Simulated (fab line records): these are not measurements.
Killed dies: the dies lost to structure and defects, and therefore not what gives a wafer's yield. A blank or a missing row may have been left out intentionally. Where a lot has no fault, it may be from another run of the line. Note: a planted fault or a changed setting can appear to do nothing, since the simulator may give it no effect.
Which tool was responsible? ; flow gf180mcu ; 39 wafers from 13 lots sampled at 2 of the route's 602 steps

WHAT THE GAUGES READ, wafer by wafer
GF_V5_OVL_MEAS_15. Usual: V5_OVL 3 nm, standard deviation 4.9.
lot;measured;on;V5_OVL (nm);flag
L805;day 27 09:27;overlay-02;1 3 6;
L806;day 27 16:02;overlay-02;-1 8 4;
L807;day 27 16:23;overlay-01;9 12 11;
L809;day 28 11:59;overlay-02;0 7 8;
L810;day 28 16:49;overlay-02;3 5 6;
L811;day 29 07:16;overlay-02;-2 -3 1;
L812;day 29 14:20;overlay-02;-4 -2 3;
L813;day 29 22:13;overlay-02;6 6 7;
L814;day 30 00:28;overlay-01;8 8 5;
L815;day 30 15:05;overlay-01;6 6 -6;
L825;day 32 22:32;overlay-02;7 -6 2;
L827;day 33 08:31;overlay-02;2 0 5;
L828;day 33 09:56;overlay-02;4 1 5;

WHICH TOOL RAN EACH LOT (tool, then ch and the chambers of the sampled wafers, then the start)
lot;GF_V5_SOFTBAKE_10
L805;lithoTrack-02 ch 0, day 26 22:00
L806;lithoTrack-03 ch 0, day 27 04:00
L807;lithoTrack-02 ch 0, day 27 05:00
L809;lithoTrack-03 ch 0, day 28 02:00
L810;lithoTrack-03 ch 0, day 28 07:00
L811;lithoTrack-03 ch 0, day 28 21:00
L812;lithoTrack-03 ch 0, day 29 05:00
L813;lithoTrack-03 ch 0, day 29 13:00
L814;lithoTrack-03 ch 0, day 29 14:00
L815;lithoTrack-03 ch 0, day 30 06:00
L825;lithoTrack-02 ch 0, day 32 13:00
L827;lithoTrack-02 ch 0, day 33 01:00
L828;lithoTrack-04 ch 0, day 33 02:00
- GF_V5_SOFTBAKE_10: time 60 s.

WHAT THE TOOLS THEMSELVES READ (means of the sampled wafers that have a number; where no wafer has one, the mark that the record gives instead)
GF_V5_SOFTBAKE_10. Usual: chillPlateTempC 22.98 C, standard deviation 0.096; heaterPowerTotalW 93.05 W, standard deviation 0.058; runLengthS 89.01 s, standard deviation 0.22.
lot;tool;chillPlateTempC (C);heaterPowerTotalW (W);runLengthS (s);flag
L805;lithoTrack-02;23.01;93.06;89.10;
L806;lithoTrack-03;22.99;93.04;89.03;
L807;lithoTrack-02;23.03;93.11;89.32;
L809;lithoTrack-03;23.00;93.07;88.76;
L810;lithoTrack-03;22.94;93.06;88.98;
L811;lithoTrack-03;23.01;93.07;88.84;
L812;lithoTrack-03;22.97;93.06;88.78;
L813;lithoTrack-03;22.78;93.04;88.81;
L814;lithoTrack-03;23.00;93.08;90.22;OFF
L815;lithoTrack-03;23.06;93.03;91.54;OFF
L825;lithoTrack-02;22.97;92.98;89.23;
L827;lithoTrack-02;22.95;93.00;89.18;
L828;lithoTrack-04;22.88;93.05;89.29;

THE ANSWER, worked out from the rows above alone
Rule: a lot is off if the mean of its wafers that have a number lies more than 3 standard deviations from the usual mean. Also off: a lot with no number at a reading for which 4 or more lots have one. Any other lot the step has rows for is counted as sound. First the gauges in route order, then the tools' own readings, where a lot's mean is used as printed above. At the first step where some lot is off, the reading lying furthest off is the one used; lots without a number count as furthest.
Off at GF_V5_SOFTBAKE_10 (runLengthS): L814, L815.
A tool fits if, at that step or a process step before it, it ran every lot that is off, and no sound lot after the first of them. One candidate fits, namely lithoTrack-03 at GF_V5_SOFTBAKE_10. Its last sound lot is L813 (day 29 13:00), its first lot that is off L814 (day 29 14:00): a fault that began between those two fits.
The tool's own readings at GF_V5_SOFTBAKE_10 bear it out: on the lots that are off they differ by more than 5 times the standard deviation of the sound lots' means. runLengthS reads 90.88 s there against 89.03 s on the sound lots.

WHAT THE SIMULATOR HAD INSERTED
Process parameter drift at GF_V5_SOFTBAKE_10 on lithoTrack-03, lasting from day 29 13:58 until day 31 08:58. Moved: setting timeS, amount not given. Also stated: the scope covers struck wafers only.
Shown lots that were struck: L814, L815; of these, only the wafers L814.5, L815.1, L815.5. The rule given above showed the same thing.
